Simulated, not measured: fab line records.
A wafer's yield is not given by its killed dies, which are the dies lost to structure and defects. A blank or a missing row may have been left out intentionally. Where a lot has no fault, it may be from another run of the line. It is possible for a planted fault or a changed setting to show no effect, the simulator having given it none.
fab line records | flow sfq_line
record lots=5 | wafers=15 | last_day=88
route steps=325 shown M1@62 I1@73 M2@88
lots with no fault: from the same line, run without faults
start_h: the number of hours between the record's first day and the start of the first shown wafer of the lot | wait_h: how many hours have passed since the lot's step before this one | " as in the row above | L1.1+2: one row covering several wafers at once | - value missing, or start not given | * or withheld: withheld | < > ~ a bound
route shown NAME@n: names a module that has steps shown in the file, with the first one's number in the route | usual: mean and standard deviation over wafers with no fault | same: alike in all rows | chamber/n: place in a boat | sites: each site's reading | _std_site: the values' standard deviation | _edge_site: the outer-site mean with the inner-site mean subtracted | radius_mm: for every site, how far away it sits from the centre of the wafer | mask NAME#n: copy n | behind: the last tool/chamber to shape the wafer | hold: reason for holding the lot/hours on hold/outcome of the hold | device: transistor that didn't switch, given as n, p or np | end of line: tests run on the same wafers once the route is complete | step lacking rows: just its recipe | killed: the dies lost at the first sort to structure and to defects; this is not the yield of the wafer | map: a wafer's dies, marking killed ones x, the rest . and places with no die _
set.NAME: setting as actually run; set.NAME@STEP: the setting as run at that earlier step | model.NAME: the simulator's own value behind a step, which no gauge read
lots at selected steps of the route; one table per step, one row per wafer
services: when a tool's chamber went out of use (start_h, in hours from the record's first day, below 0 if earlier), for how many hours, and the reason
## steps
# step SFQ_TRILAYER_M1_LITHO_COAT_044
# recipe resist=BARC | spin_rpm=3000 | resist_thk_nm=62
# step SFQ_TRILAYER_M1_LITHO_COAT_039
# recipe resist=KrF | spin_rpm=3000 | resist_thk_nm=600
# step SFQ_TRILAYER_M1_LITHO_SOFTBAKE_043
# recipe temp_c=withheld | time_s=withheld | resist=KrF
# step SFQ_TRILAYER_M1_LITHO_EXPOSE_040
# recipe mask_id=M1 | na=0.6 | source_shape=conventional | sigma_outer=0.65 | target_cd_nm=500 | dose_mj=14.4
# step SFQ_TRILAYER_M1_LITHO_PEB_042
# recipe peb_temp_c=115 | peb_time_s=60 | resist=KrF
# step SFQ_TRILAYER_M1_LITHO_DEVELOP_041
# recipe time_s=60 | resist=KrF
# step SFQ_M1_OVL_MEAS_911
# usual M1_OVL=0/5.5
lot.wafer | tool       | chamber | start_h | wait_h | M1_OVL[nm]
L387.1    | overlay-01 | -       | 359.76  | 0.1    | 5
L387.2    | "          | -       | "       | "      | 2
L387.5    | "          | -       | "       | "      | 6
L389.3    | overlay-02 | -       | 396.20  | 0.1    | 7
L389.5    | "          | -       | "       | "      | 0
L389.6    | "          | -       | "       | "      | 2
L391.1    | overlay-01 | -       | 411.89  | 0.1    | 3
L391.5    | "          | -       | "       | "      | 8
L391.6    | "          | -       | "       | "      | -5
L399.1    | overlay-01 | -       | 473.09  | 0.1    | 2
L399.4    | "          | -       | "       | "      | 5
L399.6    | "          | -       | "       | "      | 0
L404.2    | overlay-01 | -       | 521.64  | 0.1    | 5
L404.4    | "          | -       | "       | "      | 5
L404.5    | "          | -       | "       | "      | 0
# step SFQ_TRILAYER_M1_BARC_OPEN_METAL_ETCH_054
# recipe mask_material=PR | chemistry=O2 | target_depth_nm=125 | target=BARC | icp_w=600 | bias_w=80 | pressure_mtorr=10 | time_s=41.7
# usual drypump_motor_current_A=5.53/0.18 | oes_product_au=0.685/0.0043
lot.wafer | tool         | chamber | start_h | wait_h | drypump_motor_current_A | oes_product_au | rf_hours_counter_h
L387.1    | rie_metal-01 | 0       | 359.80  | 0.0    | 5.43                    | 0.687          | 133
L387.2    | "            | 1       | "       | "      | 5.56                    | 0.687          | 75
L387.5    | "            | 1       | "       | "      | 5.57                    | 0.689          | -
L389.3    | rie_metal-04 | 1       | 396.24  | 0.0    | 5.54                    | 0.688          | -
L389.5    | "            | 1       | "       | "      | 5.55                    | 0.687          | -
L389.6    | "            | 0       | "       | "      | 5.58                    | 0.679          | -
L391.1    | rie_metal-03 | 1       | 411.92  | 0.0    | 5.81                    | 0.688          | 63
L391.5    | "            | 0       | "       | "      | 5.16                    | 0.688          | -
L391.6    | "            | 1       | "       | "      | 5.81                    | 0.686          | -
L399.1    | rie_metal-04 | 1       | 473.12  | 0.0    | 5.57                    | 0.683          | 132
L399.4    | "            | 0       | "       | "      | 5.59                    | 0.686          | -
L399.6    | "            | 0       | "       | "      | 5.59                    | 0.685          | -
L404.2    | rie_metal-01 | 0       | 521.67  | 0.0    | 5.36                    | 0.679          | 164
L404.4    | "            | 1       | "       | "      | 5.58                    | 0.681          | -
L404.5    | "            | 0       | "       | "      | 5.39                    | 0.680          | -
# step SFQ_TRILAYER_M1_ETCH_METAL_ETCH_042
# recipe target=Nb | stop_on=SiO2 | mask_material=PR | chemistry=Cl2/Ar | target_depth_nm=240 | icp_w=600 | bias_w=80 | pressure_mtorr=10 | time_s=120
# usual drypump_motor_current_A=5.53/0.18 | oes_product_au=0.894/0.0078
lot.wafer | tool         | chamber | start_h | wait_h | drypump_motor_current_A | oes_product_au | rf_hours_counter_h
L387.1    | rie_metal-01 | 0       | 359.86  | 0.0    | 5.40                    | 0.893          | 133
L387.2    | "            | 1       | "       | "      | 5.57                    | 0.903          | 75
L387.5    | "            | 1       | "       | "      | 5.55                    | 0.904          | -
L389.3    | rie_metal-04 | 1       | 396.32  | 0.1    | 5.57                    | 0.879          | -
L389.5    | "            | 1       | "       | "      | 5.57                    | 0.873          | -
L389.6    | "            | 0       | "       | "      | 5.58                    | 0.887          | -
L391.1    | rie_metal-03 | 1       | 411.98  | 0.0    | 5.78                    | 0.889          | 63
L391.5    | "            | 0       | "       | "      | 5.14                    | 0.891          | -
L391.6    | "            | 1       | "       | "      | 5.81                    | 0.890          | -
L399.1    | rie_metal-04 | 1       | 473.18  | 0.0    | 5.54                    | 0.883          | 132
L399.4    | "            | 0       | "       | "      | 5.60                    | 0.893          | -
L399.6    | "            | 0       | "       | "      | 5.61                    | 0.882          | -
L404.2    | rie_metal-01 | 0       | 521.73  | 0.0    | 5.43                    | 0.903          | 164
L404.4    | "            | 1       | "       | "      | 5.53                    | 0.886          | -
L404.5    | "            | 0       | "       | "      | 5.43                    | 0.897          | -
# step SFQ_TRILAYER_M1_STRIP_STRIP_043
# recipe gas=O2 | power_w=200 | platen_temp_c=40 | overash_fraction=0.65 | chemistry=O2 | pressure_mtorr=50
# step SFQ_TRILAYER_M1_STRIP_SOLV_CLEAN_044
# recipe chemistry=NMP | temp_c=70 | time_s=600
# step SFQ_TRILAYER_I1_DEP_PECVD_045
# recipe material=SiO2 | temp_c=150 | time_s=111.11 | pressure_torr=2.4 | rf_w=183.3 | precursor=SiH4/N2O | target_thk_nm=500
# step SFQ_TRILAYER_I1_CMP_CMP_046
# recipe material=SiO2 | down_force_psi=3 | platen_rpm=60 | pad_velocity_m_s=0.94248
# usual motor_current_A=10.2/0.81 | time_to_endpoint_s=215/8
lot.wafer | tool   | chamber | start_h | wait_h | motor_current_A | time_to_endpoint_s | model.SiO2_of_TRILAYER_I1_DEP_PECVD_045.thk_nm
L387.2    | cmp-02 | 2       | 361.84  | 1.0    | 9.3             | 213                | 200.4
L387.1    | "      | 3       | "       | "      | 11.4            | 212                | 200.5
L387.5    | "      | 0       | "       | "      | 9.6             | 212                | 200.1
L389.3    | cmp-01 | 3       | 398.46  | 1.2    | 10.7            | 200                | 198.9
L389.6    | "      | 3       | 400.46  | 3.2    | 10.7            | 207                | 199.7
L389.5    | "      | 0       | "       | "      | 9.4             | 225                | 201
L391.1    | cmp-01 | 1       | 416.67  | 3.8    | 11.0            | 215                | 200.6
L391.6    | "      | 1       | 418.67  | 5.7    | 10.5            | 215                | 200.9
L391.5    | "      | 2       | "       | "      | 10.0            | 216                | 200.1
L399.1    | cmp-01 | 3       | 475.57  | 1.5    | 10.5            | 205                | 197.2
L399.4    | "      | 2       | 477.07  | 2.9    | 10.9            | 220                | 183.8
L399.6    | "      | 0       | 478.07  | 3.9    | 8.8             | 219                | 199.6
L404.4    | cmp-02 | 2       | 526.99  | 4.3    | 9.0             | 213                | 199.5
L404.2    | "      | 3       | "       | "      | 11.0            | 213                | 200
L404.5    | "      | 2       | 528.99  | 6.3    | 9.0             | 211                | 199.8
# step SFQ_I1_BOW_MEAS_912
# recipe mode=bow
# usual I1_BOW=-1/6.6
lot.wafer | tool          | chamber | start_h | wait_h | I1_BOW[um]
L387.1    | film_metro-04 | -       | 363.84  | 1.0    | -10
L387.2    | "             | -       | "       | "      | -5
L387.5    | "             | -       | "       | "      | -14
L389.3    | film_metro-03 | -       | 401.50  | 2.5    | 0
L389.5    | "             | -       | "       | "      | 5
L389.6    | "             | -       | "       | "      | -12
L391.1    | film_metro-02 | -       | 419.67  | 2.5    | -1
L391.5    | "             | -       | "       | "      | -2
L391.6    | "             | -       | "       | "      | 1
L399.1    | film_metro-04 | -       | 478.57  | 2.5    | -8
L399.4    | "             | -       | "       | "      | -1
L399.6    | "             | -       | "       | "      | 2
L404.2    | film_metro-03 | -       | 529.51  | 1.5    | 2
L404.4    | "             | -       | "       | "      | -10
L404.5    | "             | -       | "       | "      | 3
# step SFQ_TRILAYER_I1_METRO_MEASURE_047
# usual thk_nm=199.6/1.3
lot.wafer | tool          | chamber | start_h | wait_h | thk_nm
L387.1    | film_metro-04 | -       | 363.96  | 0.1    | 200.7
L387.2    | "             | -       | "       | "      | 200.4
L387.5    | "             | -       | "       | "      | 200.0
L389.3    | film_metro-03 | -       | 401.98  | 0.5    | 198.8
L389.5    | "             | -       | "       | "      | 200.8
L389.6    | "             | -       | "       | "      | 199.6
L391.1    | film_metro-02 | -       | 419.79  | 0.1    | 200.6
L391.5    | "             | -       | "       | "      | 200.2
L391.6    | "             | -       | "       | "      | 200.9
L399.1    | film_metro-04 | -       | 478.69  | 0.1    | 197.2
L399.4    | "             | -       | "       | "      | 183.9
L399.6    | "             | -       | "       | "      | 199.7
L404.2    | film_metro-03 | -       | 529.81  | 0.3    | 199.9
L404.4    | "             | -       | "       | "      | 199.3
L404.5    | "             | -       | "       | "      | 199.7
# step SFQ_TRILAYER_I1_VIA_LITHO_COAT_054
# recipe resist=BARC | spin_rpm=3000 | resist_thk_nm=62
# step SFQ_TRILAYER_I1_VIA_LITHO_COAT_049
# recipe resist=KrF | spin_rpm=3000 | resist_thk_nm=650
# step SFQ_TRILAYER_I1_VIA_LITHO_SOFTBAKE_053
# recipe temp_c=withheld | time_s=withheld | resist=KrF
# step SFQ_TRILAYER_I1_VIA_LITHO_EXPOSE_050
# recipe mask_id=I1 | na=0.6 | source_shape=conventional | sigma_outer=0.65 | target_cd_nm=500 | dose_mj=21.3
# step SFQ_TRILAYER_I1_VIA_LITHO_PEB_052
# recipe peb_temp_c=115 | peb_time_s=60 | resist=KrF
# step SFQ_TRILAYER_I1_VIA_LITHO_DEVELOP_051
# recipe time_s=60 | resist=KrF
# step SFQ_I1_OVL_MEAS_913
# usual I1_OVL=-3/4.6
lot.wafer | tool       | chamber | start_h | wait_h | I1_OVL[nm]
L387.1    | overlay-02 | -       | 387.02  | 0.1    | -3
L387.2    | "          | -       | "       | "      | 4
L387.5    | "          | -       | "       | "      | -5
L389.3    | overlay-02 | -       | 421.01  | 0.1    | 1
L389.5    | "          | -       | "       | "      | -3
L389.6    | "          | -       | "       | "      | -14
L391.1    | overlay-01 | -       | 434.20  | 0.1    | -11
L391.5    | "          | -       | "       | "      | -3
L391.6    | "          | -       | "       | "      | -3
L399.1    | overlay-01 | -       | 516.68  | 0.1    | -3
L399.4    | "          | -       | "       | "      | -5
L399.6    | "          | -       | "       | "      | -9
L404.2    | overlay-01 | -       | 563.81  | 0.1    | -11
L404.4    | "          | -       | "       | "      | -6
L404.5    | "          | -       | "       | "      | 0
# step SFQ_TRILAYER_I1_VIA_BARC_OPEN_VIA_ETCH_071
# recipe mask_material=PR | chemistry=O2 | target_depth_nm=125 | target=BARC | source_w=500 | bias_w=80 | pressure_mtorr=30 | time_s=41.7
# usual drypump_motor_current_A=5.8/0.49 | oes_product_au=0.685/0.0048
lot.wafer | tool        | chamber | start_h | wait_h | drypump_motor_current_A | oes_product_au | rf_hours_counter_h
L387.1    | rie_diel-02 | 1       | 387.05  | 0.0    | 6.3                     | 0.683          | 83
L387.2    | "           | 0       | "       | "      | 6.1                     | 0.688          | 7
L387.5    | "           | 1       | "       | "      | 6.3                     | 0.689          | -
L389.3    | rie_diel-03 | 2       | 421.03  | 0.0    | 5.0                     | 0.679          | 68
L389.5    | "           | 3       | "       | "      | 6.1                     | 0.686          | -
L389.6    | "           | 2       | "       | "      | 5.0                     | 0.681          | -
L391.1    | rie_diel-01 | 2       | 434.23  | 0.0    | 5.7                     | 0.683          | 2
L391.5    | "           | 3       | "       | "      | 5.8                     | 0.691          | -
L391.6    | "           | 2       | "       | "      | 5.7                     | 0.683          | -
L399.1    | rie_diel-02 | 3       | 516.72  | 0.0    | 5.6                     | 0.689          | 65
L399.4    | "           | 1       | "       | "      | 6.3                     | 0.672          | -
L399.6    | "           | 0       | "       | "      | 6.1                     | 0.683          | -
L404.2    | rie_diel-03 | 0       | 563.84  | 0.0    | 4.9                     | 0.679          | 5
L404.4    | "           | 3       | "       | "      | 6.1                     | 0.691          | 70
L404.5    | "           | 2       | "       | "      | 5.0                     | 0.689          | -
# step SFQ_TRILAYER_I1_VIA_ETCH_VIA_ETCH_052
# recipe target=SiO2 | stop_on=Nb | mask_material=PR | taper_deg=20 | chemistry=CHF3 | target_depth_nm=260 | source_w=500 | bias_w=80 | pressure_mtorr=30 | time_s=withheld
# usual drypump_motor_current_A=5.8/0.49 | oes_product_au=0.854/0.0053
lot.wafer | tool        | chamber | start_h | wait_h | drypump_motor_current_A | oes_product_au | model.I1.feature_depth_nm | model.etch.depth_nm
L387.1    | rie_diel-02 | 1       | 387.09  | 0.0    | 6.3                     | 0.858          | 200.5                     | 200.5
L387.2    | "           | 0       | "       | "      | 6.1                     | 0.857          | 200.4                     | 200.4
L387.5    | "           | 1       | "       | "      | 6.3                     | 0.858          | 200.1                     | 200.1
L389.3    | rie_diel-03 | 2       | 421.07  | 0.0    | 5.0                     | 0.852          | 198.9                     | 198.9
L389.5    | "           | 3       | "       | "      | 6.1                     | 0.857          | 201                       | 201
L389.6    | "           | 2       | "       | "      | 5.0                     | 0.856          | 199.7                     | 199.7
L391.1    | rie_diel-01 | 2       | 434.27  | 0.0    | 5.8                     | 0.857          | 200.6                     | 200.6
L391.5    | "           | 3       | "       | "      | 5.8                     | 0.854          | 200.1                     | 200.1
L391.6    | "           | 2       | "       | "      | 5.7                     | 0.860          | 200.9                     | 200.9
L399.1    | rie_diel-02 | 3       | 516.76  | 0.0    | 5.6                     | 0.843          | 197.2                     | 197.2
L399.4    | "           | 1       | "       | "      | 6.3                     | 0.812          | 183.8                     | 183.8
L399.6    | "           | 0       | "       | "      | 6.1                     | 0.852          | 199.6                     | 199.6
L404.2    | rie_diel-03 | 0       | 563.88  | 0.0    | 4.9                     | 0.865          | 200                       | 200
L404.4    | "           | 3       | "       | "      | 6.1                     | 0.859          | 199.5                     | 199.5
L404.5    | "           | 2       | "       | "      | 5.0                     | 0.856          | 199.8                     | 199.8
# step SFQ_TRILAYER_I1_VIA_STRIP_STRIP_053
# recipe gas=O2 | power_w=200 | platen_temp_c=40 | overash_fraction=0.65 | chemistry=O2 | pressure_mtorr=50
# usual drypump_motor_current_A=5.50/0.29 | oes_product_au=1.003/0.0089
lot.wafer | tool         | chamber | start_h | wait_h | drypump_motor_current_A | oes_product_au | rf_hours_counter_h
L387.1    | rie_metal-02 | 1       | 387.21  | -      | 5.82                    | 1.004          | 92
L387.2    | "            | 0       | "       | "      | 5.22                    | 0.995          | 103
L387.5    | "            | 0       | "       | "      | 5.21                    | 1.007          | -
L389.3    | rie_metal-03 | 1       | 421.39  | -      | 5.80                    | 0.997          | -
L389.5    | "            | 0       | "       | "      | 5.15                    | 1.011          | -
L389.6    | "            | 1       | "       | "      | 5.80                    | 0.991          | -
L391.1    | rie_metal-03 | 1       | 434.39  | -      | 5.80                    | 1.013          | 67
L391.5    | "            | 0       | "       | "      | 5.20                    | 1.011          | -
L391.6    | "            | 1       | "       | "      | 5.78                    | 1.006          | -
L399.1    | rie_metal-02 | 1       | 516.87  | -      | 5.81                    | 0.995          | 115
L399.4    | "            | 1       | "       | "      | 5.82                    | 0.997          | -
L399.6    | "            | 0       | "       | "      | 5.23                    | 0.991          | -
L404.2    | rie_metal-02 | 0       | 563.99  | -      | 5.23                    | 0.999          | 132
L404.4    | "            | 0       | "       | "      | 5.22                    | 0.983          | -
L404.5    | "            | 0       | "       | "      | 5.22                    | 0.995          | -
# step SFQ_TRILAYER_I1_VIA_STRIP_SOLV_CLEAN_054
# recipe chemistry=NMP | temp_c=70 | time_s=600
# step SFQ_TRILAYER_M2_DEP_PRE_CLEAN_056
# recipe gas=Ar | time_s=22.5 | bias_v=250
lot.wafer | tool           | chamber | start_h | wait_h | model.SiO2_of_TRILAYER_I1_DEP_PECVD_045.thk_nm
L387.1    | pvd_sputter-03 | -       | 387.98  | 0.0    | 193
L387.2    | "              | -       | "       | "      | 192.9
L387.5    | "              | -       | "       | "      | 192.6
L389.3    | pvd_sputter-03 | -       | 421.96  | 0.0    | 191.4
L389.5    | "              | -       | "       | "      | 193.5
L389.6    | "              | -       | "       | "      | 192.2
L391.1    | pvd_sputter-05 | -       | 435.16  | 0.0    | 193.1
L391.5    | "              | -       | "       | "      | 192.6
L391.6    | "              | -       | "       | "      | 193.4
L399.1    | pvd_sputter-03 | -       | 517.64  | 0.0    | 189.7
L399.4    | "              | -       | "       | "      | 176.3
L399.6    | "              | -       | "       | "      | 192.1
L404.2    | pvd_sputter-03 | -       | 564.77  | 0.0    | 192.5
L404.4    | "              | -       | "       | "      | 192
L404.5    | "              | -       | "       | "      | 192.3
# step SFQ_TRILAYER_M2_DEP_SPUTTER_055
# recipe material=Nb | base_pressure_pa=1.33e-06 | chamber_pressure_pa=0.1333 | substrate_temp_c=20 | resputter_cathode_voltage_v=400 | target_thk_nm=200 | power_w=2000 | time_s=133.3
# usual throttle_valve_pct=29.3/1.2
lot.wafer | tool           | chamber | start_h | wait_h | throttle_valve_pct
L387.1    | pvd_sputter-03 | -       | 388.01  | 0.0    | 29.3
L387.2    | "              | -       | "       | "      | 28.5
L387.5    | "              | -       | "       | "      | 28.9
L389.3    | pvd_sputter-03 | -       | 421.99  | 0.0    | 32.0
L389.5    | "              | -       | "       | "      | 28.3
L389.6    | "              | -       | "       | "      | 32.0
L391.1    | pvd_sputter-05 | -       | 435.19  | 0.0    | 30.7
L391.5    | "              | -       | "       | "      | 28.2
L391.6    | "              | -       | "       | "      | 30.4
L399.1    | pvd_sputter-03 | -       | 517.67  | 0.0    | 32.1
L399.4    | "              | -       | "       | "      | 28.3
L399.6    | "              | -       | "       | "      | 32.0
L404.2    | pvd_sputter-03 | -       | 564.80  | 0.0    | 32.0
L404.4    | "              | -       | "       | "      | 29.1
L404.5    | "              | -       | "       | "      | 29.5
## services
tool           | chamber | start_h | hours | kind
rie_metal-04   | -       | 343.37  | 2.8   | pm
rie_metal-04   | -       | 348.70  | 2.5   | repair
rie_diel-02    | 3       | 349.75  | 4.4   | repair
cmp-02         | -       | 351.13  | 1.5   | repair
rie_diel-01    | -       | 354.79  | 15.6  | pm
rie_metal-04   | -       | 363.28  | 0.5   | repair
rie_metal-02   | -       | 367.95  | 0.2   | repair
rie_diel-03    | 2       | 368.84  | 3.5   | repair
rie_metal-04   | 0       | 400.38  | 4.2   | repair
rie_diel-03    | -       | 407.92  | 2.8   | pm
pvd_sputter-03 | -       | 428.18  | 0.7   | repair
cmp-01         | -       | 428.46  | 0.5   | repair
rie_diel-03    | 2       | 440.21  | 2.8   | repair
rie_metal-02   | -       | 446.38  | 1.4   | pm
rie_metal-04   | -       | 446.86  | 6.7   | repair
rie_metal-02   | -       | 477.06  | 2.8   | pm
rie_metal-03   | 1       | 481.93  | 2.7   | repair
rie_diel-03    | 3       | 482.19  | 1.2   | repair
rie_metal-02   | -       | 492.57  | 2.2   | repair
rie_metal-03   | -       | 498.56  | 2.8   | pm
rie_diel-02    | 2       | 511.31  | 18.5  | repair
cmp-01         | -       | 524.39  | 1.4   | repair
rie_diel-02    | 2       | 534.33  | 9.1   | repair
rie_metal-01   | 1       | 549.42  | 3.4   | repair
## key
first_sign step=SFQ_TRILAYER_I1_METRO_MEASURE_047 | reading=thk_nm | direction=down | sigmas=12 | usual=199.6 | struck=183.9
effect step=SFQ_TRILAYER_I1_VIA_ETCH_VIA_ETCH_052 | reading=oes_product_au | direction=down | sigmas=7.9 | usual=0.854 | struck=0.812
model_effect step=SFQ_TRILAYER_I1_CMP_CMP_046 | value=SiO2_of_TRILAYER_I1_DEP_PECVD_045.thk_nm | without=198.8 | struck=183.8
model_effect step=SFQ_TRILAYER_I1_VIA_ETCH_VIA_ETCH_052 | value=I1.feature_depth_nm | without=198.8 | struck=183.8
model_effect step=SFQ_TRILAYER_M2_DEP_PRE_CLEAN_056 | value=SiO2_of_TRILAYER_I1_DEP_PECVD_045.thk_nm | without=191.3 | struck=176.3
met_at SFQ_TRILAYER_I1_CMP_CMP_046
struck_wafers L399.4
onset_between 416.67 475.57
fault kind=process_parameter_drift | tool=cmp-01 | chamber=2 | onset_h=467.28 | steps=SFQ_TRILAYER_I1_CMP_CMP_046 | channel=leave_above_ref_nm | offset=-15 | shape=step | end_h=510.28 | acts_in=these_recipes_only | stated=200
